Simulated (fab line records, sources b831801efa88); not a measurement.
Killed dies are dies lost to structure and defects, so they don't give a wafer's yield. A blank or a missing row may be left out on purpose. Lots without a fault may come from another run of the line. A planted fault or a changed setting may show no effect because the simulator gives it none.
fab line records | flow sfq_line
record lots=5 wafers=23
route steps=325 shown M1@66 I1@74 M2@92 I2@107 M3@125
start_h: hours from the record's first day to the start of the lot's first wafer shown | wait_h: hours since the lot's step before | " the same as in the row above | L1.1+2: a row that stands for several wafers | - no value, or no start given | * or withheld: withheld | < > ~ a bound
route shown NAME@n: a module of which the file shows steps, and the number in the route of the first | usual: mean/standard deviation of fault-free wafers | same: alike in all rows | chamber/n: place in a boat | sites: the reading at each site | _std_site: their standard deviation | _edge_site: outer sites' mean less inner sites' | radius_mm: how far each site lies from the wafer's centre | mask NAME#n: copy n | behind: the tool/chamber that last shaped the wafer | hold: why the lot was held/for how many hours/how that ended | device: the transistor (n, p or np) that didn't switch | end of line: the same wafers' tests at the end of the route | a step without rows: its recipe alone | killed: dies lost to structure and defects at the first sort, not the wafer's yield | map: a wafer's dies, x killed, . not, _ none there
set.NAME: the setting as run; set.NAME@STEP: as run at that earlier step | model.NAME: the simulator's own value behind a step, which no gauge read
lots whose settings were changed on purpose; a table a step, a row a wafer
## steps
# step SFQ_TRILAYER_M1_LITHO_PEB_042
# recipe peb_temp_c=115 peb_time_s=60 resist=KrF
# columns lot.wafer tool chamber start_h wait_h set.peb_temp_c
L074.2+4+5 litho_track-02 0 498.53 0.8 115
L074.3+6 " 0 " " 112.7
L079.1+3+6 litho_track-02 0 563.55 1.0 115
L081.1+2 litho_track-03 0 577.95 1.0 115
L081.3+4+6 " 0 " " 114
L084.1+4+5 litho_track-04 0 630.46 1.0 118.6
L084.3+6 " 0 " " 115
L085.2+3+4 litho_track-04 0 635.29 0.8 115
L085.5+6 " 0 " " 111.6
# step SFQ_TRILAYER_M1_LITHO_DEVELOP_041
# recipe time_s=60 resist=KrF
# step SFQ_TRILAYER_M1_BARC_OPEN_METAL_ETCH_054
# recipe mask_material=PR chemistry=O2 target_depth_nm=125 target=BARC icp_w=600 bias_w=80 pressure_mtorr=10 time_s=41.7
# columns lot.wafer tool chamber start_h wait_h set.spin_rpm@TRILAYER_M1_LITHO_COAT_044 set.peb_temp_c@TRILAYER_M1_LITHO_PEB_042 model.M1.cd_nm model.etch.depth_nm
L074.2 rie_metal-03 0 498.86 0.0 2942 115 501.1 62.43
L074.3 " 0 " " 2942 112.7 546.6 -
L074.4 " 0 " " 2942 115 499.9 -
L074.5 " 0 " " 3000 115 498.9 61.69
L074.6 " 0 " " 3000 112.7 545.9 -
L079.1 rie_metal-04 1 563.89 0.0 3000 115 501.6 61.95
L079.3 " 0 " " 3000 115 502.5 61.95
L079.6 " 1 " " 3000 115 501.1 62.04
L081.1 rie_metal-01 1 578.29 0.0 3000 115 501.5 62.05
L081.2 " 0 " " 2836 115 500.6 -
L081.3 " 0 " " 2836 114 518.7 -
L081.4 " 1 " " 2836 114 518.8 -
L081.6 " 0 " " 3000 114 519.7 -
L084.1 rie_metal-04 0 630.80 0.0 3000 118.6 443.1 -
L084.3 " 0 " " 3135 115 498.9 -
L084.4 " 1 " " 3000 118.6 440.6 -
L084.5 " 0 " " 3135 118.6 442.3 60.65
L084.6 " 1 " " 3000 115 500.2 62.12
L085.2 rie_metal-03 1 635.60 0.0 3000 115 497.7 -
L085.3 " 1 " " 2859 115 500.1 63.51
L085.4 " 0 " " 3000 115 502.1 -
L085.5 " 0 " " 2859 111.6 571.5 63.55
L085.6 " 1 " " 3000 111.6 570.9 -
# step SFQ_TRILAYER_I1_CMP_CMP_046
# recipe material=SiO2 down_force_psi=3 platen_rpm=60 pad_velocity_m_s=0.94248
# columns lot.wafer tool chamber start_h wait_h set.leave_above_ref_nm model.SiO2_of_TRILAYER_I1_DEP_PECVD_045.thk_nm
L074.2 cmp-02 3 500.68 0.0 200 198.8
L074.3 " 0 " " 204.1 204.6
L074.4 " 1 " " 200 200.9
L074.6 " 3 502.68 2.0 200 199.6
L074.5 " 0 " " 204.1 204
L079.1 cmp-01 3 565.44 0.5 200 201
L079.3 " 0 " " 200 201.2
L079.6 " 2 566.94 2.0 200 200.7
L081.2 cmp-02 0 579.33 0.0 200 198.9
L081.3 " 1 " " 190.7 191.6
L081.1 " 2 " " 200 200
L081.4 " 3 " " 190.7 189.2
L081.6 " 0 " " 200 199.6
L084.3 cmp-02 2 639.51 7.7 200 198.4
L084.1 " 3 " " 210 206.4
L084.4 " 0 " " 200 198.7
L084.6 " 1 " " 210 209.7
L084.5 " 2 " " 210 207.3
L085.3 cmp-02 3 642.01 5.4 200 197
L085.4 " 1 643.01 6.4 200 199.1
L085.2 " 2 " " 200 199.3
L085.5 " 3 " " 200 198.2
L085.6 " 0 " " 200 200.2
# step SFQ_TRILAYER_I1_METRO_MEASURE_047
# usual thk_nm=199.8/1.3
# columns lot.wafer tool chamber start_h wait_h set.leave_above_ref_nm@TRILAYER_I1_CMP_CMP_046 thk_nm
L074.2 film_metro-01 - 504.00 0.3 200 198.7
L074.3 " - " " 204.1 204.6
L074.4 " - " " 200 200.7
L074.5 " - " " 204.1 203.8
L074.6 " - " " 200 199.5
L079.1 film_metro-03 - 568.06 0.1 200 201.1
L079.3 " - " " 200 201.1
L079.6 " - " " 200 200.6
L081.1 film_metro-03 - 582.45 0.1 200 199.9
L081.2 " - " " 200 198.8
L081.3 " - " " 190.7 191.5
L081.4 " - " " 190.7 189.3
L081.6 " - " " 200 199.6
L084.1 film_metro-03 - 642.13 0.1 210 206.3
L084.3 " - " " 200 198.6
L084.4 " - " " 200 198.5
L084.5 " - " " 210 207.3
L084.6 " - " " 210 209.6
L085.2 film_metro-03 - 645.33 0.3 200 199.4
L085.3 " - " " 200 196.7
L085.4 " - " " 200 199.3
L085.5 " - " " 200 198.1
L085.6 " - " " 200 200.2
# step SFQ_TRILAYER_I1_VIA_LITHO_COAT_054
# recipe resist=BARC spin_rpm=3000 resist_thk_nm=62
# columns lot.wafer tool chamber start_h wait_h set.resist_thk_nm model.BARC_of_TRILAYER_I1_VIA_LITHO_COAT_054.thk_nm
L074.2 litho_track-01 0 505.05 0.8 62 61.95
L074.3 " 0 " " 60.96 60.66
L074.4 " 0 " " 60.96 60.89
L074.5 " 0 " " 60.96 60.77
L074.6 " 0 " " 62 61.71
L079.1 litho_track-03 0 569.26 1.0 62 61.98
L079.3 " 0 " " 62 61.83
L079.6 " 0 " " 62 62.13
L081.1 litho_track-01 0 583.65 1.0 62 61.98
L081.2 " 0 " " 59.91 59.97
L081.3 " 0 " " 62 61.86
L081.4 " 0 " " 59.91 59.86
L081.6 " 0 " " 59.91 59.94
L084.1 litho_track-03 0 643.33 1.0 62 62.28
L084.3 " 0 " " 62 62.33
L084.4 " 0 " " 61.05 61.24
L084.5 " 0 " " 61.05 61.14
L084.6 " 0 " " 61.05 61.1
L085.2+6 litho_track-01 0 646.38 0.8 62 61.69
L085.3 " 0 " " 59.78 59.38
L085.4 " 0 " " 59.78 59.68
L085.5 " 0 " " 59.78 59.46
# step SFQ_TRILAYER_I1_VIA_LITHO_COAT_049
# recipe resist=KrF spin_rpm=3000 resist_thk_nm=650
# step SFQ_TRILAYER_I1_VIA_LITHO_SOFTBAKE_053
# recipe temp_c=withheld time_s=withheld resist=KrF
# step SFQ_TRILAYER_I1_VIA_BARC_OPEN_VIA_ETCH_071
# recipe mask_material=PR chemistry=O2 target_depth_nm=125 target=BARC source_w=513.8 bias_w=80 pressure_mtorr=30 time_s=41.7
# step SFQ_TRILAYER_I1_VIA_ETCH_VIA_ETCH_052
# recipe target=SiO2 stop_on=Nb mask_material=PR taper_deg=20 chemistry=CHF3 target_depth_nm=260 source_w=500 bias_w=80 pressure_mtorr=30 time_s=withheld
# usual oes_product_au=0.853/0.005
# columns lot.wafer tool chamber start_h wait_h set.spin_rpm@TRILAYER_I0_VIA_LITHO_COAT_031 set.leave_above_ref_nm@TRILAYER_I1_CMP_CMP_046 oes_product_au model.etch.depth_nm model.I1.feature_depth_nm
L074.2 rie_diel-03 0 646.44 0.0 3000 200 0.854 198.8 198.8
L074.3 " 1 " " 3138 204.1 0.861 - 204.5
L074.4 " 2 " " 3138 200 0.853 - 200.8
L074.5 " 2 " " 3138 204.1 0.857 203.9 203.9
L074.6 " 3 " " 3000 200 0.855 - 199.6
L079.1 rie_diel-01 1 715.28 0.0 3000 200 0.850 201 201
L079.3 " 3 " " 3000 200 0.862 201.2 201.2
L079.6 " 2 " " 3000 200 0.856 200.7 200.7
L081.1 rie_diel-02 2 729.81 0.0 3000 200 0.850 200 200
L081.2 " 0 " " 3000 200 0.849 - 198.8
L081.3 " 1 " " 3000 190.7 0.828 - 191.5
L081.4 " 1 " " 3000 190.7 0.833 - 189.2
L081.6 " 2 " " 3000 200 0.849 - 199.6
L084.1 rie_diel-03 1 781.76 0.0 2899 210 0.873 - 206.4
L084.3 " 0 " " 2899 200 0.856 - 198.4
L084.4 " 3 " " 2899 200 0.857 - 198.7
L084.5 " 2 " " 3000 210 0.876 207.3 207.3
L084.6 " 3 " " 3000 210 0.869 209.7 209.7
L085.2 rie_diel-01 1 786.56 0.0 3079 200 0.848 - 199.3
L085.3 " 0 " " 3000 200 0.845 197 197
L085.4 " 2 " " 3000 200 0.856 - 199.1
L085.5 " 0 " " 3079 200 0.852 198.2 198.2
L085.6 " 1 " " 3079 200 0.854 - 200.2
# step SFQ_TRILAYER_M2_LITHO_COAT_062
# recipe resist=BARC spin_rpm=3000 resist_thk_nm=62
# columns lot.wafer tool chamber start_h wait_h set.resist_thk_nm model.BARC_of_TRILAYER_M2_LITHO_COAT_062.thk_nm
L074.2 litho_track-01 0 647.68 0.1 62 62.01
L074.3 " 0 " " 62 62.11
L074.4 " 0 " " 60.93 61.08
L074.5 " 0 " " 60.93 60.86
L074.6 " 0 " " 60.93 60.92
L079.1 litho_track-01 0 716.47 0.1 62 61.97
L079.3 " 0 " " 62 61.94
L079.6 " 0 " " 62 61.73
L081.1 litho_track-03 0 731.00 0.1 64.61 64.78
L081.2 " 0 " " 62 62.09
L081.3 " 0 " " 62 62.19
L081.4 " 0 " " 64.61 64.83
L081.6 " 0 " " 62 62.21
L084.1 litho_track-02 0 782.95 0.1 64.95 64.77
L084.3 " 0 " " 62 61.87
L084.4 " 0 " " 62 61.88
L084.5 " 0 " " 64.95 64.68
L084.6 " 0 " " 62 61.8
L085.2 litho_track-03 0 787.80 0.1 60.13 60.18
L085.3 " 0 " " 62 61.97
L085.4 " 0 " " 62 62.01
L085.5 " 0 " " 60.13 59.97
L085.6 " 0 " " 62 61.88
# step SFQ_TRILAYER_M2_LITHO_PEB_060
# recipe peb_temp_c=115 peb_time_s=60 resist=KrF
# columns lot.wafer tool chamber start_h wait_h set.peb_temp_c
L074.2+4 litho_track-01 0 649.60 0.8 113.5
L074.3+5+6 " 0 " " 115
L079.1+3+6 litho_track-01 0 853.51 1.0 115
L081.1+3+4 litho_track-03 0 865.51 1.0 117.6
L081.2+6 " 0 " " 115
L084.1+3+4 litho_track-02 0 920.96 1.0 115
L084.5+6 " 0 " " 116.4
L085.2+3+4+5+6 litho_track-03 0 925.79 0.8 115
# step SFQ_TRILAYER_M2_LITHO_DEVELOP_059
# recipe time_s=60 resist=KrF
# step SFQ_TRILAYER_M2_BARC_OPEN_METAL_ETCH_077
# recipe mask_material=PR chemistry=O2 target_depth_nm=125 target=BARC icp_w=600 bias_w=80 pressure_mtorr=10 time_s=41.7
# columns lot.wafer tool chamber start_h wait_h set.resist_thk_nm@TRILAYER_M2_LITHO_COAT_062 set.peb_temp_c@TRILAYER_M2_LITHO_PEB_060 model.M2.cd_nm model.etch.depth_nm
L074.2 rie_metal-02 1 649.91 0.0 62 113.5 529.1 62.01
L074.3 " 0 " " 62 115 498.7 -
L074.4 " 1 " " 60.93 113.5 529.1 -
L074.5 " 1 " " 60.93 115 500.6 60.86
L074.6 " 0 " " 60.93 115 499.7 -
L079.1 rie_metal-01 1 853.85 0.0 62 115 499.8 61.97
L079.3 " 1 " " 62 115 500.8 61.94
L079.6 " 1 " " 62 115 501.3 61.73
L081.1 rie_metal-01 1 865.85 0.0 64.61 117.6 460.1 64.78
L081.2 " 0 " " 62 115 500.8 -
L081.3 " 0 " " 62 117.6 457.8 -
L081.4 " 1 " " 64.61 117.6 460.3 -
L081.6 " 1 " " 62 115 502.5 -
L084.1 rie_metal-03 1 921.30 0.0 64.95 115 499.8 -
L084.3 " 0 " " 62 115 499.4 -
L084.4 " 1 " " 62 115 499.2 -
L084.5 " 1 " " 64.95 116.4 475.3 64.68
L084.6 " 0 " " 62 116.4 476.3 61.8
L085.2 rie_metal-01 1 926.10 0.0 60.13 115 501 -
L085.3 " 0 " " 62 115 501.1 61.97
L085.4 " 1 " " 62 115 501.8 -
L085.5 " 1 " " 60.13 115 501.8 59.97
L085.6 " 0 " " 62 115 499.5 -
# step SFQ_TRILAYER_M2_ETCH_METAL_ETCH_060
# recipe target=Nb stop_on=SiO2 mask_material=PR chemistry=Cl2/Ar target_depth_nm=240 icp_w=581.5 bias_w=80 pressure_mtorr=10 time_s=120
# columns lot.wafer tool chamber start_h wait_h set.peb_temp_c@TRILAYER_M2_LITHO_PEB_060 model.M2.cd_nm
L074.2 rie_metal-02 1 649.97 0.0 113.5 527
L074.3 " 0 " " 115 498.3
L074.4 " 1 " " 113.5 527.4
L074.5 " 1 " " 115 498.7
L074.6 " 0 " " 115 500
L079.1 rie_metal-01 1 853.91 0.0 115 498.7
L079.3 " 1 " " 115 499.1
L079.6 " 1 " " 115 499.5
L081.1 rie_metal-01 1 865.91 0.0 117.6 456.6
L081.2 " 0 " " 115 498
L081.3 " 0 " " 117.6 455.4
L081.4 " 1 " " 117.6 456.7
L081.6 " 1 " " 115 499
L084.1 rie_metal-03 1 921.36 0.0 115 499.8
L084.3 " 0 " " 115 499
L084.4 " 1 " " 115 499.7
L084.5 " 1 " " 116.4 476.6
L084.6 " 0 " " 116.4 476.2
L085.2 rie_metal-01 1 926.16 0.0 115 499.5
L085.3 " 0 " " 115 501.3
L085.4 " 1 " " 115 499.7
L085.5+6 " 1,0 " " 115 499.4
# step SFQ_TRILAYER_I2_VIA_LITHO_COAT_072
# recipe resist=BARC spin_rpm=3000 resist_thk_nm=62
# columns lot.wafer tool chamber start_h wait_h set.spin_rpm model.BARC_of_TRILAYER_I2_VIA_LITHO_COAT_072.thk_nm
L074.2 litho_track-04 0 655.38 0.8 3000 62
L074.3 " 0 " " 3000 61.96
L074.4 " 0 " " 3000 61.81
L074.5 " 0 " " 3000 61.93
L074.6 " 0 " " 3000 62.02
L079.1 litho_track-02 0 859.21 1.0 3000 61.98
L079.3 " 0 " " 3000 61.84
L079.6 " 0 " " 3000 61.99
L081.1 litho_track-01 0 871.21 1.0 3171 60.19
L081.2 " 0 " " 3000 61.77
L081.3 " 0 " " 3000 61.76
L081.4 " 0 " " 3171 60
L081.6 " 0 " " 3171 60.2
L084.1 litho_track-02 0 938.78 1.0 3000 62.02
L084.3 " 0 " " 2931 63.06
L084.4 " 0 " " 3000 62.03
L084.5 " 0 " " 2931 62.77
L084.6 " 0 " " 3000 62.17
L085.2 litho_track-04 0 943.17 0.8 3000 62.35
L085.3 " 0 " " 3000 62.12
L085.4 " 0 " " 3000 62.3
L085.5 " 0 " " 3000 62.31
L085.6 " 0 " " 3000 62.38
# step SFQ_TRILAYER_I2_VIA_BARC_OPEN_VIA_ETCH_096
# recipe mask_material=PR chemistry=O2 target_depth_nm=125 target=BARC source_w=500 bias_w=80 pressure_mtorr=30 time_s=41.7
# columns lot.wafer tool chamber start_h wait_h set.time_s model.KrF_of_TRILAYER_I2_VIA_LITHO_COAT_067.thk_nm
L074.2 rie_diel-04 1 765.77 0.0 47.48 569
L074.3 " 3 " " 47.48 570.9
L074.4 " 0 " " 41.7 575.7
L074.5 " 2 " " 47.48 569.8
L074.6 " 3 " " 41.7 578.9
L079.1 rie_diel-01 2 861.62 0.0 41.7 571.9
L079.3 " 1 " " 41.7 569.1
L079.6 " 3 " " 41.7 569.2
L081.1 rie_diel-01 3 874.05 0.0 41.7 572.2
L081.2 " 2 " " 41.7 571.5
L081.3 " 1 " " 47.93 561.5
L081.4 " 0 " " 41.7 568.3
L081.6 " 0 " " 47.93 561.2
L084.1 rie_diel-01 3 1057.87 0.0 44.61 566.6
L084.3 " 3 " " 41.7 571.8
L084.4 " 1 " " 44.61 568.3
L084.5 " 3 " " 44.61 569.2
L084.6 " 1 " " 41.7 572.3
L085.2 rie_diel-01 0 1063.87 0.0 41.7 574.2
L085.3 " 2 " " 41.7 570.5
L085.4 " 3 " " 41.7 570
L085.5 " 1 " " 41.7 571.4
L085.6 " 2 " " 41.7 571.2
# step SFQ_TRILAYER_I2_VIA_ETCH_VIA_ETCH_070
# recipe target=SiO2 stop_on=Nb mask_material=PR taper_deg=20 chemistry=CHF3 target_depth_nm=260 source_w=500 bias_w=80 pressure_mtorr=30 time_s=withheld
# columns lot.wafer tool chamber start_h wait_h set.time_s@TRILAYER_I2_VIA_BARC_OPEN_VIA_ETCH_096 model.KrF_of_TRILAYER_I2_VIA_LITHO_COAT_067.thk_nm
L074.2 rie_diel-04 1 765.81 0.0 * 524.4
L074.3 " 3 " " * 527.8
L074.4 " 0 " " * 530.6
L074.5 " 2 " " * 525.9
L074.6 " 3 " " * 535.6
L079.1 rie_diel-01 2 861.66 0.0 * 526.6
L079.3 " 1 " " * 524.3
L079.6 " 3 " " * 523.9
L081.1 rie_diel-01 3 874.09 0.0 * 527
L081.2 " 2 " " * 526.9
L081.3 " 1 " " * 516.5
L081.4 " 0 " " * 522.6
L081.6 " 0 " " * 515.8
L084.1 rie_diel-01 3 1057.93 0.0 * 521
L084.3 " 3 " " * 526
L084.4 " 1 " " * 523.1
L084.5 " 3 " " * 523.2
L084.6 " 1 " " * 527.1
L085.2 rie_diel-01 0 1063.91 0.0 * 529.4
L085.3 " 2 " " * 525.4
L085.4 " 3 " " * 524.6
L085.5 " 1 " " * 526.6
L085.6 " 2 " " * 526.2
# step SFQ_TRILAYER_M3_LITHO_EXPOSE_076
# recipe mask_id=M3 na=0.6 source_shape=conventional sigma_outer=0.65 target_cd_nm=500 dose_mj=14.4
# columns lot.wafer tool chamber start_h wait_h mask set.dose_mj
L074.2+3+4 krf_scanner-02 0 894.64 - M3#0 14.4
L074.5+6 " 0 " " M3#0 13.4
L079.1+3+6 krf_scanner-01 0 995.01 - M3#0 14.4
L081.1+3+6 krf_scanner-01 0 1002.21 - M3#0 14.4
L081.2+4 " 0 " " M3#0 15.45
L084.1+3 krf_scanner-01 0 1060.86 - M3#0 14.4
L084.4+5+6 " 0 " " M3#0 15.25
L085.2+3+4+5+6 krf_scanner-01 0 1073.02 - M3#0 14.4
# step SFQ_TRILAYER_M3_LITHO_PEB_078
# recipe peb_temp_c=115 peb_time_s=60.93 resist=KrF
# step SFQ_TRILAYER_M3_LITHO_DEVELOP_077
# recipe time_s=60 resist=KrF
# step SFQ_TRILAYER_M3_BARC_OPEN_METAL_ETCH_100
# recipe mask_material=PR chemistry=O2 target_depth_nm=125 target=BARC icp_w=600 bias_w=80 pressure_mtorr=10 time_s=41.7
# columns lot.wafer tool chamber start_h wait_h set.dose_mj@TRILAYER_M3_LITHO_EXPOSE_076 model.M3.cd_nm
L074.2 rie_metal-03 0 895.97 0.0 14.4 496.5
L074.3 " 1 " " 14.4 497.7
L074.4 " 0 " " 14.4 496.4
L074.5 " 1 " " 13.4 508.8
L074.6 " 0 " " 13.4 509.5
L079.1 rie_metal-04 0 996.54 0.0 14.4 498.1
L079.3 " 0 " " 14.4 497.9
L079.6 " 0 " " 14.4 497.4
L081.1 rie_metal-01 1 1003.74 0.0 14.4 499.3
L081.2 " 0 " " 15.45 487.3
L081.3 " 0 " " 14.4 498.5
L081.4 " 1 " " 15.45 488.2
L081.6 " 1 " " 14.4 499.5
L084.1 rie_metal-04 1 1062.40 0.0 14.4 498
L084.3 " 0 " " 14.4 499
L084.4 " 1 " " 15.25 488.3
L084.5 " 1 " " 15.25 488.9
L084.6 " 0 " " 15.25 488.8
L085.2 rie_metal-01 1 1074.35 0.0 14.4 496.4
L085.3 " 0 " " 14.4 496.5
L085.4 " 1 " " 14.4 496
L085.5 " 0 " " 14.4 496.3
L085.6 " 1 " " 14.4 496.6
# step SFQ_TRILAYER_M3_ETCH_METAL_ETCH_078
# recipe target=Nb stop_on=SiO2 mask_material=PR chemistry=Cl2/Ar target_depth_nm=240 icp_w=600 bias_w=80 pressure_mtorr=10 time_s=120
# columns lot.wafer tool chamber start_h wait_h set.time_s set.dose_mj@TRILAYER_M3_LITHO_EXPOSE_076 model.M3.cd_nm
L074.2 rie_metal-03 0 896.03 0.0 112.6 14.4 497
L074.3 " 1 " " 120 14.4 495.3
L074.4 " 0 " " 112.6 14.4 497.4
L074.5 " 1 " " 120 13.4 505.6
L074.6 " 0 " " 112.6 13.4 510.3
L079.1 rie_metal-04 0 996.60 0.0 120 14.4 497.5
L079.3+6 " 0 " " 120 14.4 498.5
L081.1 rie_metal-01 1 1003.80 0.0 128.2 14.4 497.5
L081.2 " 0 " " 128.2 15.45 488.3
L081.3 " 0 " " 120 14.4 498.5
L081.4 " 1 " " 120 15.45 486.5
L081.6 " 1 " " 128.2 14.4 496.9
L084.1 rie_metal-04 1 1062.46 0.0 120 14.4 498.3
L084.3 " 0 " " 126.3 14.4 499.8
L084.4 " 1 " " 126.3 15.25 489.5
L084.5 " 1 " " 126.3 15.25 489.1
L084.6 " 0 " " 120 15.25 489.5
L085.2 rie_metal-01 1 1074.41 0.0 120 14.4 494.3
L085.3 " 0 " " 120 14.4 496.1
L085.4 " 1 " " 120 14.4 492.7
L085.5 " 0 " " 120 14.4 495.3
L085.6 " 1 " " 120 14.4 495.2
## key
split step=SFQ_TRILAYER_M1_LITHO_PEB_042 setting=peb_temp_c stated=115 by=wafer
response step=SFQ_TRILAYER_M1_BARC_OPEN_METAL_ETCH_054 reading=model.M1.cd_nm change=-21.4 per=1% r=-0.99
split step=SFQ_TRILAYER_I1_CMP_CMP_046 setting=leave_above_ref_nm stated=200 by=wafer
response step=SFQ_TRILAYER_I1_CMP_CMP_046 reading=model.SiO2_of_TRILAYER_I1_DEP_PECVD_045.thk_nm change=+1.92 per=1% r=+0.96
response step=SFQ_TRILAYER_I1_METRO_MEASURE_047 reading=thk_nm change=+1.92 per=1% r=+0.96
response step=SFQ_TRILAYER_I1_VIA_ETCH_VIA_ETCH_052 reading=oes_product_au change=+0.00356 per=1% r=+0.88
response step=SFQ_TRILAYER_I1_VIA_ETCH_VIA_ETCH_052 reading=model.I1.feature_depth_nm change=+1.92 per=1% r=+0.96
split step=SFQ_TRILAYER_I1_VIA_LITHO_COAT_054 setting=resist_thk_nm stated=62 by=wafer
response step=SFQ_TRILAYER_I1_VIA_LITHO_COAT_054 reading=model.BARC_of_TRILAYER_I1_VIA_LITHO_COAT_054.thk_nm change=+0.615 per=1% r=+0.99
split step=SFQ_TRILAYER_M2_LITHO_COAT_062 setting=resist_thk_nm stated=62 by=wafer
response step=SFQ_TRILAYER_M2_LITHO_COAT_062 reading=model.BARC_of_TRILAYER_M2_LITHO_COAT_062.thk_nm change=+0.618 per=1% r=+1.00
response step=SFQ_TRILAYER_M2_BARC_OPEN_METAL_ETCH_077 reading=model.etch.depth_nm change=+0.627 per=1% r=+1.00
split step=SFQ_TRILAYER_M2_LITHO_PEB_060 setting=peb_temp_c stated=115 by=wafer
response step=SFQ_TRILAYER_M2_BARC_OPEN_METAL_ETCH_077 reading=model.M2.cd_nm change=-19.6 per=1% r=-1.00
response step=SFQ_TRILAYER_M2_ETCH_METAL_ETCH_060 reading=model.M2.cd_nm change=-19.3 per=1% r=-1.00
split step=SFQ_TRILAYER_I2_VIA_LITHO_COAT_072 setting=spin_rpm stated=3000 by=wafer
response step=SFQ_TRILAYER_I2_VIA_LITHO_COAT_072 reading=model.BARC_of_TRILAYER_I2_VIA_LITHO_COAT_072.thk_nm change=-0.298 per=1% r=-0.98
split step=SFQ_TRILAYER_I2_VIA_BARC_OPEN_VIA_ETCH_096 setting=time_s stated=41.7 by=wafer
response step=SFQ_TRILAYER_I2_VIA_BARC_OPEN_VIA_ETCH_096 reading=model.KrF_of_TRILAYER_I2_VIA_LITHO_COAT_067.thk_nm change=-0.582 per=1% r=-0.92
response step=SFQ_TRILAYER_I2_VIA_ETCH_VIA_ETCH_070 reading=model.KrF_of_TRILAYER_I2_VIA_LITHO_COAT_067.thk_nm change=-0.575 per=1% r=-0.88
split step=SFQ_TRILAYER_M3_LITHO_EXPOSE_076 setting=dose_mj stated=14.4 by=wafer
response step=SFQ_TRILAYER_M3_BARC_OPEN_METAL_ETCH_100 reading=model.M3.cd_nm change=-1.66 per=1% r=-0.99
response step=SFQ_TRILAYER_M3_ETCH_METAL_ETCH_078 reading=model.M3.cd_nm change=-1.55 per=1% r=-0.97
split step=SFQ_TRILAYER_M3_ETCH_METAL_ETCH_078 setting=time_s stated=120 by=wafer
response none clear
split outside_this_file step=SFQ_TRILAYER_I0_VIA_LITHO_COAT_031 setting=spin_rpm
split outside_this_file step=SFQ_TRILAYER_M1_LITHO_COAT_044 setting=spin_rpm
# split outside_this_file: this setting was split too, and the file shows its column; the key of that split is in another file
